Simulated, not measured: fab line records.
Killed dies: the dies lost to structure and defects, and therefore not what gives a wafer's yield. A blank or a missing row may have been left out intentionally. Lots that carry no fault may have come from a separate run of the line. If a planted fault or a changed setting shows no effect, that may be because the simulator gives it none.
fab line records	flow sky130
record lots=7	wafers=21	last_day=50
route steps=708 shown RES_XHIGH@339 SD_N@342 SD_P@359 PAD_OPEN@708
lots untouched by any fault: they come from a run of this same line in which no faults occurred
start_h: the number of hours between the record's first day and the start of the first shown wafer of the lot	wait_h: time in hours since the lot's previous step	" repeats the value in the row above	L1.1+2: one row covering several wafers at once	- no value, or no start given	* or withheld: withheld	< > ~ a bound
route shown NAME@n: NAME is a module with steps in the file, n the number in the route of the first one	usual: mean and standard deviation over wafers with no fault	same: alike in all rows	chamber/n: place in a boat	sites: readings site by site	_std_site: their standard deviation	_edge_site: outer sites' mean less inner sites'	radius_mm: how far each site lies from the wafer's centre	mask NAME#n: copy n	behind: tool/chamber where the wafer was last shaped	hold: the reason the lot was held/the length of the hold in hours/how it ended	device: names the non-switching transistor (n, p or np)	end of line: the tests these same wafers got at the end of their route	for a step that has no rows: nothing shown but its recipe	killed: the dies lost at the first sort to structure and to defects; this is not the yield of the wafer	map: a wafer's dies, x killed, . not, _ none there
set.NAME: the setting the step ran with; set.NAME@STEP: the setting that earlier step ran with	model.NAME: the simulator's own value behind a step, which no gauge read
lots at some steps of the route; a table a step, a row a wafer
services: from which hour (start_h, from the record's first day; less than 0 if before it) a tool's chamber was out of use, for how many hours, and why
## steps
# step SKY_RES_XHIGH_IMPLANT_07
# recipe species=BF2	energy_kev=20	dose_cm2=3.6e+14	tilt_deg=0
# step SKY_RES_XHIGH_STRIP_08
# recipe chemistry=O2/N2	power_w=1400	pressure_mtorr=1500	platen_temp_c=withheld	o2_flow_sccm=3000	n2_flow_sccm=300	overash_fraction=0.5
# usual drypump_motor_current_A=5.6/0.47	n2_flow_sccm=300.0/0.86	oes_product_au=0.711/0.004	strip_time_to_endpoint_s=14.29/0.032
# same overash_fraction=0.5
lot.wafer	tool	chamber	start_h	wait_h	drypump_motor_current_A	n2_flow_sccm	oes_product_au	rf_hours_counter_h	strip_time_to_endpoint_s
L813.2	plasma_asher-01	1	618.28	0.1	6.3	299.5	0.708	17	14.27
L813.5	"	0	"	"	5.0	298.9	0.710	-	14.29
L813.6	"	1	"	"	6.3	299.2	0.719	-	14.27
L816.1	plasma_asher-01	0	672.95	0.1	4.9	301.1	0.716	22	14.28
L816.5	"	0	"	"	5.0	301.1	0.713	-	14.30
L816.6	"	1	"	"	6.4	302.3	0.711	-	14.32
L823.1	plasma_asher-02	1	704.75	0.1	5.8	300.4	0.714	55	14.35
L823.5	"	1	"	"	5.8	299.8	0.712	-	14.32
L823.6	"	0	"	"	5.1	299.4	0.705	-	14.22
L828.3	plasma_asher-03	0	754.07	0.1	5.6	298.6	0.704	-	14.30
L828.5	"	0	"	"	5.6	299.7	0.710	-	14.24
L828.6	"	1	"	"	5.8	299.8	0.709	-	14.32
L833.1	plasma_asher-02	0	778.55	0.1	5.1	300.6	0.715	63	14.27
L833.3	"	1	"	"	5.8	301.5	0.717	-	14.28
L833.6	"	1	"	"	5.8	302.2	0.713	-	14.28
L834.1	plasma_asher-03	0	791.60	0.1	5.6	299.3	0.706	4	14.27
L834.4	"	0	"	"	5.6	299.1	0.708	-	14.28
L834.5	"	1	"	"	5.8	299.8	0.708	-	14.26
L835.4	plasma_asher-03	0	797.07	0.1	5.6	298.9	0.707	-	14.29
L835.5	"	1	"	"	5.9	300.4	0.717	-	14.24
L835.6	"	0	"	"	5.5	298.7	0.709	-	14.28
# step SKY_RES_XHIGH_TW_MEAS_09
# usual RES_XHIGH_TW=1641/19
lot.wafer	tool	chamber	start_h	wait_h	RES_XHIGH_TW
L813.2	film_metro-03	-	618.39	0.1	1611
L813.5	"	-	"	"	1621
L813.6	"	-	"	"	1615
L816.1	film_metro-02	-	673.05	0.1	1667
L816.5	"	-	"	"	1663
L816.6	"	-	"	"	1658
L823.1	film_metro-02	-	704.85	0.1	1665
L823.5	"	-	"	"	1661
L823.6	"	-	"	"	1663
L828.3	film_metro-02	-	754.15	0.1	1659
L828.5	"	-	"	"	1663
L828.6	"	-	"	"	1668
L833.1	film_metro-02	-	778.65	0.1	1662
L833.3	"	-	"	"	1660
L833.6	"	-	"	"	1673
L834.1	film_metro-01	-	791.70	0.1	1639
L834.4	"	-	"	"	1638
L834.5	"	-	"	"	1641
L835.4	film_metro-03	-	797.16	0.1	1618
L835.5	"	-	"	"	1627
L835.6	"	-	"	"	1629
# step SKY_SD_N_DEHYDRATE_00
# recipe temp_c=200	time_s=60
# step SKY_SD_N_HMDS_01
# recipe prime_time_s=60	prime_temp_c=120
# step SKY_SD_N_COAT_02
# recipe resist=NOVOLAK	spin_rpm=3000	resist_thk_nm=1140
# step SKY_SD_N_SOFTBAKE_03
# recipe temp_c=90	time_s=60	resist=NOVOLAK
# step SKY_SD_N_EXPOSE_04
# recipe mask_id=NSDM	na=0.6	source_shape=conventional	sigma_outer=0.6	polarization=unpolarized	target_cd_nm=380	dose_mj=141
# step SKY_SD_N_PEB_05
# recipe temp_c=withheld	time_s=*	resist=NOVOLAK
# step SKY_SD_N_DEVELOP_06
# recipe resist=NOVOLAK	developer=TMAH	develop_time_s=60	dev_temp_c=23
# step SKY_SD_N_CD_MEAS_07
# recipe target_cd_nm=380
# usual cd_nm=379.9/2.4
lot.wafer	tool	chamber	start_h	wait_h	cd_nm
L813.2	cd_sem-01	-	647.31	0.1	381.7
L813.5	"	-	"	"	382.6
L813.6	"	-	"	"	380.2
L816.1	cd_sem-02	-	699.94	0.1	380.6
L816.5	"	-	"	"	382.0
L816.6	"	-	"	"	380.4
L823.1	cd_sem-02	-	733.04	0.1	379.2
L823.5	"	-	"	"	378.8
L823.6	"	-	"	"	378.2
L828.3	cd_sem-02	-	780.93	0.1	381.0
L828.5	"	-	"	"	381.1
L828.6	"	-	"	"	380.3
L833.1	cd_sem-02	-	805.35	0.1	380.6
L833.3	"	-	"	"	381.3
L833.6	"	-	"	"	380.4
L834.1	cd_sem-01	-	817.85	0.1	373.1
L834.4	"	-	"	"	373.6
L834.5	"	-	"	"	372.4
L835.4	cd_sem-02	-	823.28	0.1	376.4
L835.5	"	-	"	"	377.9
L835.6	"	-	"	"	379.1
# step SKY_SD_N_OVL_MEAS_08
# usual SD_N_OVL=0.1/1.3
lot.wafer	tool	chamber	start_h	wait_h	SD_N_OVL[nm]
L813.2	overlay-01	-	647.42	0.1	0.8
L813.5	"	-	"	"	2.0
L813.6	"	-	"	"	2.0
L816.1	overlay-01	-	700.06	0.1	0.7
L816.5	"	-	"	"	4.0
L816.6	"	-	"	"	1.4
L823.1	overlay-01	-	733.16	0.1	2.9
L823.5	"	-	"	"	1.5
L823.6	"	-	"	"	2.9
L828.3	overlay-02	-	781.03	0.1	0.5
L828.5	"	-	"	"	-0.8
L828.6	"	-	"	"	-1.5
L833.1	overlay-01	-	805.47	0.1	-1.9
L833.3	"	-	"	"	-2.9
L833.6	"	-	"	"	0.7
L834.1	overlay-02	-	817.97	0.1	-0.6
L834.4	"	-	"	"	-0.7
L834.5	"	-	"	"	-2.6
L835.4	overlay-02	-	823.36	0.1	-0.5
L835.5	"	-	"	"	-0.3
L835.6	"	-	"	"	-1.1
# step SKY_SD_N_IMPLANT_09
# recipe species=As	energy_kev=50	dose_cm2=4e+15	tilt_deg=0
# usual beam_energy_keV=49.998/0.017
lot.wafer	tool	chamber	start_h	wait_h	beam_energy_keV	model.implant.rp_nm	model.implant.drp_nm
L813.2	implanter-03	0	647.47	0.0	49.999	31.98	14.11
L813.5	"	0	"	"	50.011	31.98	14.11
L813.6	"	0	"	"	50.000	31.98	14.11
L816.1	implanter-01	0	700.10	0.0	49.990	33.71	14.11
L816.5	"	0	"	"	50.013	33.71	14.11
L816.6	"	0	"	"	49.989	33.71	14.11
L823.1	implanter-03	0	733.20	0.0	49.981	32.08	14.11
L823.5	"	0	"	"	49.993	32.08	14.11
L823.6	"	0	"	"	49.992	32.08	14.11
L828.3	implanter-03	0	781.10	0.1	50.013	31.63	14.11
L828.5	"	0	"	"	49.995	31.63	14.11
L828.6	"	0	"	"	50.013	31.63	14.11
L833.1	implanter-01	0	805.51	0.0	62.991	38.65	16.82
L833.3	"	0	"	"	63.015	38.65	16.82
L833.6	"	0	"	"	63.006	38.65	16.82
L834.1	implanter-01	0	818.01	0.0	63.032	39.13	16.82
L834.4	"	0	"	"	63.014	39.13	16.82
L834.5	"	0	"	"	63.021	39.13	16.82
L835.4	implanter-01	0	823.45	0.1	63.000	40.28	16.82
L835.5	"	0	"	"	62.990	40.28	16.82
L835.6	"	0	"	"	63.003	40.28	16.82
# step SKY_SD_N_IMPLANT_10
# recipe species=P	energy_kev=20	dose_cm2=1e+14	tilt_deg=0
# step SKY_SD_N_STRIP_11
# recipe chemistry=O2/N2	power_w=1400	pressure_mtorr=1500	platen_temp_c=withheld	o2_flow_sccm=3000	n2_flow_sccm=300	overash_fraction=0.5
# usual drypump_motor_current_A=5.8/0.43	n2_flow_sccm=300.2/0.87	oes_product_au=0.527/0.0047	strip_time_to_endpoint_s=22.56/0.045
# same overash_fraction=0.5
lot.wafer	tool	chamber	start_h	wait_h	drypump_motor_current_A	n2_flow_sccm	oes_product_au	rf_hours_counter_h	strip_time_to_endpoint_s
L813.2	plasma_asher-03	1	647.75	0.1	5.8	301.4	0.524	98	22.55
L813.5	"	1	"	"	5.8	300.2	0.530	-	22.51
L813.6	"	0	"	"	5.6	298.7	0.530	-	22.56
L816.1	plasma_asher-04	0	700.40	0.1	6.4	300.1	0.523	88	22.56
L816.5	"	0	"	"	6.4	301.6	0.529	-	22.60
L816.6	"	1	"	"	5.5	298.9	0.533	-	22.56
L823.1	plasma_asher-01	1	733.50	0.1	6.3	299.6	0.526	28	22.55
L823.5	"	1	"	"	6.3	300.0	0.522	-	22.53
L823.6	"	0	"	"	4.9	300.2	0.522	-	22.51
L828.3	plasma_asher-01	1	781.38	0.1	6.3	299.9	0.526	-	22.51
L828.5	"	1	"	"	6.3	300.3	0.541	-	22.54
L828.6	"	0	"	"	4.9	300.1	0.524	-	22.51
L833.1	plasma_asher-03	0	805.81	0.1	5.5	298.5	0.495	6	24.60
L833.3	"	1	"	"	5.9	299.6	0.498	-	24.57
L833.6	"	0	"	"	5.6	299.2	0.509	-	24.57
L834.1	plasma_asher-04	1	818.31	0.1	5.5	301.5	0.508	100	24.46
L834.4	"	0	"	"	6.4	301.2	0.504	-	24.51
L834.5	"	0	"	"	6.4	300.7	0.500	-	24.46
L835.4	plasma_asher-03	0	823.71	0.1	5.7	301.3	0.505	-	24.50
L835.5	"	0	"	"	5.6	300.1	0.492	-	24.46
L835.6	"	1	"	"	5.8	300.4	0.504	-	24.45
# step SKY_SD_N_TW_MEAS_12
# usual SD_N_TW=3986/51
lot.wafer	tool	chamber	start_h	wait_h	SD_N_TW
L813.2	film_metro-01	-	647.86	0.1	4014
L813.5	"	-	"	"	4006
L813.6	"	-	"	"	4014
L816.1	film_metro-02	-	700.50	0.1	4082
L816.5	"	-	"	"	4093
L816.6	"	-	"	"	4107
L823.1	film_metro-02	-	733.60	0.1	4013
L823.5	"	-	"	"	4021
L823.6	"	-	"	"	4028
L828.3	film_metro-03	-	781.47	0.1	3921
L828.5	"	-	"	"	3918
L828.6	"	-	"	"	3935
L833.1	film_metro-01	-	805.91	0.1	4259
L833.3	"	-	"	"	4272
L833.6	"	-	"	"	4256
L834.1	film_metro-03	-	818.41	0.1	4240
L834.4	"	-	"	"	4217
L834.5	"	-	"	"	4194
L835.4	film_metro-03	-	823.81	0.1	4243
L835.5	"	-	"	"	4219
L835.6	"	-	"	"	4200
# step SKY_SD_N_CLEAN_13
# recipe chemistry=SC1/SC2	mix=1:4:20	temp_c=70	time_s=150	dry=n2_spin
# step SKY_SD_N_RTA_14
# recipe temp_c=1075	time_s=2	idle_temp_c=650	ramp_up_c_per_s=150	ramp_down_c_per_s=90	ambient=N2
# usual lamp_power_pct=15.74/0.047	wafer_temp_C_max=1078.0/1.3
lot.wafer	tool	chamber	start_h	wait_h	lamp_power_pct	wafer_temp_C_max
L813.2	rtp_anneal-01	0	647.97	0.0	15.73	1076.8
L813.5	"	0	"	"	15.75	1078.5
L813.6	"	0	"	"	15.64	1078.0
L816.1	rtp_anneal-02	0	700.61	0.0	15.73	1077.8
L816.5	"	0	"	"	15.77	1075.8
L816.6	"	0	"	"	15.64	1075.6
L823.1	rtp_anneal-01	0	733.71	0.0	15.76	1080.2
L823.5	"	0	"	"	15.74	1079.1
L823.6	"	0	"	"	15.78	1077.8
L828.3	rtp_anneal-02	0	781.58	0.0	15.75	1077.7
L828.5	"	0	"	"	15.82	1077.1
L828.6	"	0	"	"	15.74	1080.8
L833.1	rtp_anneal-01	0	806.02	0.0	15.72	1077.5
L833.3	"	0	"	"	15.78	1081.7
L833.6	"	0	"	"	15.75	1076.5
L834.1	rtp_anneal-02	0	818.52	0.0	15.85	1076.1
L834.4	"	0	"	"	15.87	1079.5
L834.5	"	0	"	"	15.72	1077.6
L835.4	rtp_anneal-01	0	823.92	0.0	15.75	1078.3
L835.5	"	0	"	"	15.63	1078.1
L835.6	"	0	"	"	15.79	1080.2
# step SKY_SD_N_RS_MEAS_16
# recipe thk_meas_gauge=four-point-probe
# usual SD_N_RS=68.57/0.11
lot.wafer	tool	chamber	start_h	wait_h	SD_N_RS[ohm/sq]
L813.2	film_metro-03	-	648.15	0.1	68.61
L813.5	"	-	"	"	68.52
L813.6	"	-	"	"	68.53
L816.1	film_metro-02	-	700.78	0.1	68.65
L816.5	"	-	"	"	68.62
L816.6	"	-	"	"	68.81
L823.1	film_metro-01	-	733.88	0.1	68.53
L823.5	"	-	"	"	68.62
L823.6	"	-	"	"	68.70
L828.3	film_metro-02	-	781.77	0.1	68.60
L828.5	"	-	"	"	68.62
L828.6	"	-	"	"	68.55
L833.1	film_metro-03	-	806.20	0.1	60.31
L833.3	"	-	"	"	60.52
L833.6	"	-	"	"	60.47
L834.1	film_metro-01	-	818.69	0.1	60.49
L834.4	"	-	"	"	60.49
L834.5	"	-	"	"	60.69
L835.4	film_metro-02	-	824.13	0.1	60.61
L835.5	"	-	"	"	60.60
L835.6	"	-	"	"	60.75
# step SKY_SD_N_RS_MEAS_17
# recipe thk_meas_gauge=four-point-probe
# usual SD_P_RS=147.1/0.37
lot.wafer	tool	chamber	start_h	wait_h	SD_P_RS[ohm/sq]
L813.2	film_metro-03	-	648.27	0.1	146.9
L813.5	"	-	"	"	147.0
L813.6	"	-	"	"	147.5
L816.1	film_metro-02	-	700.90	0.1	147.6
L816.5	"	-	"	"	147.6
L816.6	"	-	"	"	147.8
L823.1	film_metro-01	-	734.00	0.1	147.5
L823.5	"	-	"	"	147.5
L823.6	"	-	"	"	147.4
L828.3	film_metro-02	-	781.89	0.1	147.4
L828.5	"	-	"	"	147.6
L828.6	"	-	"	"	147.3
L833.1	film_metro-03	-	806.32	0.1	146.2
L833.3	"	-	"	"	147.1
L833.6	"	-	"	"	146.5
L834.1	film_metro-01	-	818.81	0.1	147.3
L834.4	"	-	"	"	146.7
L834.5	"	-	"	"	146.6
L835.4	film_metro-02	-	824.25	0.1	146.8
L835.5	"	-	"	"	146.7
L835.6	"	-	"	"	147.2
# step SKY_PAD_OPEN_PROBE_99
# usual killed_at_M0_to_M3=43/7	killed_at_M4_up=3.4/1.9	killed_at_contacts=24/5.4	killed_at_front_end=15/4.4	killed_at_other=0.4/0.63	killed_dies=86/9.1	killed_open=46/6.6	killed_short=39/6.6
# same gross_dies=492	killed_at_back_side=0
lot.wafer	tool	chamber	start_h	wait_h	killed_at_M0_to_M3	killed_at_M4_up	killed_at_contacts	killed_at_front_end	killed_at_other	killed_dies	killed_open	killed_short	model.etest.res_ndiff.line_ohm_um	model.etest.sonos_uncharged.r_on_ohm_um	model.etest.res_ndiff.rs_ohm_sq	model.etest.res_ndiff_hv.rs_ohm_sq	model.etest.sonos_programmed.off_log10_a_um	model.etest.nfet_01v8_lvt.vt_sat_v
L813.2	prober-02	-	1078.20	0.1	32	1	31	15	0	79	44	34	767.3	823.3	119.3	113.8	-13.93	0.5425
L813.5	prober-02	-	1078.35	0.2	54	2	23	11	1	91	50	41	779.8	817.4	119.9	114.4	-13.93	0.5231
L813.6	prober-02	-	1078.40	0.2	50	3	16	10	1	80	41	39	762.6	818.6	119.1	114.2	-13.97	0.5316
L816.1	prober-01	-	1117.54	0.1	30	2	19	14	0	65	31	34	731.1	791.7	117.1	110.5	-14.06	0.533
L816.5	prober-01	-	1117.74	0.2	31	2	22	13	0	68	39	29	735.9	786.8	116.2	111	-13.97	0.5268
L816.6	prober-01	-	1117.79	0.2	38	4	16	11	0	69	35	34	736.8	799.4	116.7	111.7	-13.95	0.5322
L823.1	prober-02	-	1136.46	0.1	40	1	29	13	0	83	46	37	780.7	819.6	119.6	114.3	-13.92	0.5072
L823.5	prober-02	-	1136.66	0.2	49	3	30	14	0	96	51	45	769.6	805.3	119.8	114.3	-13.86	0.5217
L823.6	prober-02	-	1136.71	0.2	45	1	20	22	0	88	54	34	767.2	804.5	120.4	113.8	-13.77	0.5043
L828.3	prober-01	-	1171.49	0.2	37	5	24	7	2	75	48	25	772.2	798.2	120.9	113.2	-13.9	0.5361
L828.5	prober-01	-	1171.59	0.2	36	3	18	12	0	69	42	27	766.7	783.5	121.1	114.2	-13.97	0.526
L828.6	prober-01	-	1171.64	0.2	51	8	30	11	0	100	48	52	774.6	809.4	121.2	115.2	-14.09	0.543
L833.1	prober-02	-	1188.25	0.1	45	4	21	22	0	92	46	46	707	786.8	108.5	103.3	-13.98	0.5265
L833.3	prober-02	-	1188.35	0.2	35	1	34	25	1	96	52	44	699.1	798.8	108.3	102.3	-14.09	0.5291
L833.6	prober-02	-	1188.50	0.2	40	2	22	14	0	78	41	37	690.1	775.2	107.8	101.4	-13.9	0.5177
L834.1	prober-01	-	1194.87	0.1	42	6	29	16	1	94	42	52	693.2	789.7	106.9	101.2	-13.79	0.5328
L834.4	prober-01	-	1195.02	0.2	37	5	16	19	0	77	38	39	690.8	784.7	107.9	101.8	-13.96	0.5103
L834.5	prober-01	-	1195.07	0.2	33	2	34	18	0	87	47	40	680.5	784.2	107.8	101.4	-13.87	0.5083
L835.4	prober-02	-	1201.17	0.2	47	7	23	16	1	94	44	49	661.6	771	105.3	98.91	-13.82	0.5046
L835.5	prober-02	-	1201.22	0.2	44	1	30	15	1	91	52	39	677.8	776.5	104.6	98.86	-13.76	0.4989
L835.6	prober-02	-	1201.27	0.2	45	8	30	17	1	101	52	48	660.3	782.2	105.2	99.91	-13.81	0.4983
# killed by level:class
L813.2 CONTACT:geometric_particle:open=11 LI_CONTACT:geometric_particle:open=7 FIELD_ISO:geometric_particle:open=6 VIA1:geometric_particle:open=6 VIA2:geometric_particle:open=6 CONTACT:geometric_particle:short=5 VIA3:geometric_particle:open=5 POLY_GATE:geometric_particle:short=4
L813.5 VIA1:geometric_particle:open=14 CONTACT:geometric_particle:open=10 METAL1:geometric_particle:short=7 METAL2:geometric_particle:short=7 VIA3:geometric_particle:open=6 LI_CONTACT:geometric_particle:open=5 VIA2:geometric_particle:open=5 VIA3:geometric_particle:short=5
L813.6 VIA1:geometric_particle:open=15 METAL1:geometric_particle:short=9 CONTACT:geometric_particle:open=7 VIA3:geometric_particle:short=5 LI_CONTACT:geometric_particle:open=4 VIA1:geometric_particle:short=4 VIA2:geometric_particle:open=4 METAL3:geometric_particle:short=4
L816.1 VIA1:geometric_particle:open=9 CONTACT:geometric_particle:open=7 POLY_GATE:geometric_particle:short=5 METAL2:geometric_particle:short=5 LI_CONTACT:geometric_particle:open=4 VIA1:geometric_particle:short=4 FIELD_ISO:geometric_particle:short=3 LOCAL_INTERCONNECT:geometric_particle:short=3
L816.5 CONTACT:geometric_particle:open=10 VIA2:geometric_particle:open=8 LI_CONTACT:geometric_particle:open=6 METAL2:geometric_particle:short=5 LOCAL_INTERCONNECT:geometric_particle:short=5 FIELD_ISO:geometric_particle:short=4 VIA1:geometric_particle:open=4 POLY_GATE:geometric_particle:open=3
L816.6 VIA1:geometric_particle:open=8 CONTACT:geometric_particle:open=7 VIA3:geometric_particle:open=6 VIA1:geometric_particle:short=5 VIA2:geometric_particle:open=5 CONTACT:geometric_particle:short=4 METAL2:geometric_particle:short=4 VIA3:geometric_particle:short=3
L823.1 LI_CONTACT:geometric_particle:open=12 VIA1:geometric_particle:open=10 VIA1:geometric_particle:short=8 CONTACT:geometric_particle:open=7 VIA2:geometric_particle:open=6 METAL1:geometric_particle:short=5 CONTACT:geometric_particle:short=4 POLY_GATE:geometric_particle:open=3
L823.5 LI_CONTACT:geometric_particle:open=12 VIA2:geometric_particle:open=10 METAL1:geometric_particle:short=8 CONTACT:geometric_particle:short=6 CONTACT:geometric_particle:open=6 VIA3:geometric_particle:open=6 VIA2:geometric_particle:short=5 VIA1:geometric_particle:open=5
L823.6 VIA1:geometric_particle:open=11 VIA3:geometric_particle:open=10 CONTACT:geometric_particle:open=9 FIELD_ISO:geometric_particle:short=6 VIA2:geometric_particle:open=6 FIELD_ISO:geometric_particle:open=5 POLY_GATE:geometric_particle:open=5 VIA1:geometric_particle:short=5
L828.3 VIA1:geometric_particle:open=8 VIA2:geometric_particle:open=8 LI_CONTACT:geometric_particle:open=7 CONTACT:geometric_particle:short=7 CONTACT:geometric_particle:open=7 VIA3:geometric_particle:open=7 POLY_GATE:geometric_particle:open=3 METAL4:geometric_particle:short=3
L828.5 CONTACT:geometric_particle:open=10 VIA1:geometric_particle:open=8 POLY_GATE:geometric_particle:open=6 VIA2:geometric_particle:open=5 METAL1:geometric_particle:short=5 METAL2:geometric_particle:short=4 VIA3:geometric_particle:open=4 LOCAL_INTERCONNECT:geometric_particle:short=3
L828.6 CONTACT:geometric_particle:open=13 VIA1:geometric_particle:open=11 METAL2:geometric_particle:short=8 METAL1:geometric_particle:short=8 METAL4:geometric_particle:short=7 LI_CONTACT:geometric_particle:open=6 VIA1:geometric_particle:short=6 VIA3:geometric_particle:open=6
L833.1 VIA1:geometric_particle:open=14 FIELD_ISO:geometric_particle:short=7 POLY_GATE:geometric_particle:short=6 LI_CONTACT:geometric_particle:short=6 VIA1:geometric_particle:short=6 VIA2:geometric_particle:open=6 VIA3:geometric_particle:open=6 CONTACT:geometric_particle:short=5
L833.3 CONTACT:geometric_particle:open=12 FIELD_ISO:geometric_particle:open=10 VIA1:geometric_particle:open=8 FIELD_ISO:geometric_particle:short=7 METAL1:geometric_particle:short=7 LI_CONTACT:geometric_particle:open=6 CONTACT:geometric_particle:short=6 LOCAL_INTERCONNECT:geometric_particle:short=5
L833.6 CONTACT:geometric_particle:open=9 VIA2:geometric_particle:open=8 VIA1:geometric_particle:open=7 METAL1:geometric_particle:short=6 LI_CONTACT:geometric_particle:open=5 POLY_GATE:geometric_particle:short=4 METAL2:geometric_particle:short=4 VIA3:geometric_particle:open=4
L834.1 VIA1:geometric_particle:open=15 CONTACT:geometric_particle:short=8 METAL2:geometric_particle:short=7 VIA1:geometric_particle:short=7 POLY_GATE:geometric_particle:short=6 LOCAL_INTERCONNECT:geometric_particle:short=6 METAL4:geometric_particle:short=6 LI_CONTACT:geometric_particle:open=5
L834.4 CONTACT:geometric_particle:open=8 VIA1:geometric_particle:open=7 FIELD_ISO:geometric_particle:short=6 VIA3:geometric_particle:open=6 VIA1:geometric_particle:short=6 LI_CONTACT:geometric_particle:open=5 METAL4:geometric_particle:short=5 METAL1:geometric_particle:short=4
L834.5 CONTACT:geometric_particle:open=14 LI_CONTACT:geometric_particle:open=7 POLY_GATE:geometric_particle:open=6 METAL2:geometric_particle:short=6 VIA2:geometric_particle:open=6 LI_CONTACT:geometric_particle:short=5 METAL1:geometric_particle:short=5 LOCAL_INTERCONNECT:geometric_particle:short=5
L835.4 CONTACT:geometric_particle:open=10 VIA1:geometric_particle:open=7 LI_CONTACT:geometric_particle:open=6 METAL2:geometric_particle:short=6 VIA2:geometric_particle:short=6 METAL4:geometric_particle:short=6 FIELD_ISO:geometric_particle:short=5 METAL1:geometric_particle:short=5
L835.5 LI_CONTACT:geometric_particle:open=11 VIA1:geometric_particle:open=10 CONTACT:geometric_particle:open=7 LOCAL_INTERCONNECT:geometric_particle:short=7 METAL1:geometric_particle:short=7 VIA3:geometric_particle:open=6 FIELD_ISO:geometric_particle:short=5 VIA1:geometric_particle:short=5
L835.6 VIA1:geometric_particle:open=12 CONTACT:geometric_particle:short=11 CONTACT:geometric_particle:open=9 VIA3:geometric_particle:open=7 METAL1:geometric_particle:short=6 POLY_GATE:geometric_particle:open=5 VIA1:geometric_particle:short=5 METAL4:geometric_particle:short=5
## services
tool	chamber	start_h	hours	kind
implanter-03	-	634.46	2.2	repair
plasma_asher-02	-	640.53	1.0	repair
rtp_anneal-02	-	645.09	3.1	pm
implanter-03	-	666.17	3.2	repair
implanter-01	-	668.81	2.7	pm
implanter-03	-	675.93	3.9	repair
implanter-03	-	677.98	16.1	repair
plasma_asher-01	-	683.63	1.3	repair
implanter-01	-	719.84	5.7	repair
plasma_asher-03	-	733.75	9.0	pm
plasma_asher-03	0	733.75	9.0	vent_cycle
plasma_asher-03	1	733.75	9.0	vent_cycle
implanter-03	-	737.93	30.1	pm
plasma_asher-03	0	742.75	-	clean
plasma_asher-03	1	742.75	-	clean
plasma_asher-01	-	755.65	2.3	repair
implanter-03	-	767.99	3.6	pm
implanter-01	-	799.63	1.8	repair
plasma_asher-02	-	814.99	9.5	repair
implanter-03	-	816.30	6.3	repair
## key
first_sign step=SKY_SD_N_IMPLANT_09	reading=beam_energy_keV	direction=up	sigmas=99+	usual=*	struck=*
effect step=SKY_SD_N_STRIP_11	reading=strip_time_to_endpoint_s	direction=up	sigmas=44	usual=*	struck=*
effect step=SKY_SD_N_TW_MEAS_12	reading=SD_N_TW	direction=up	sigmas=4.8	usual=3986	struck=4233
effect step=SKY_SD_N_RS_MEAS_16	reading=SD_N_RS	direction=down	sigmas=76	usual=68.57	struck=60.55
model_effect step=SKY_SD_N_IMPLANT_09	value=implant.rp_nm	without=32.52	struck=39.35
model_effect step=SKY_PAD_OPEN_PROBE_99	value=etest.res_ndiff.line_ohm_um	without=764.2	struck=684.5
met_at SKY_SD_N_IMPLANT_09
struck_wafers L833.1,L833.3,L833.6,L834.1,L834.4,L834.5,L835.4,L835.5,L835.6
tester_left_out L833,L834,L835
onset_between 700.10 805.51
fault kind=process_parameter_drift	tool=implanter-01	chamber=-	onset_h=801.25	steps=SKY_SD_N_IMPLANT_09	channel=energy_kev	offset=*	shape=step	end_h=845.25	acts_in=*	stated=*
# tester_left_out: of these lots the tester's yield and bins aren't shown, on N5 and GAA mostly nor the transistor test; their killed dies are dies lost to structure and defects alone, not to doping, threshold or leakage, so they don't give the yield
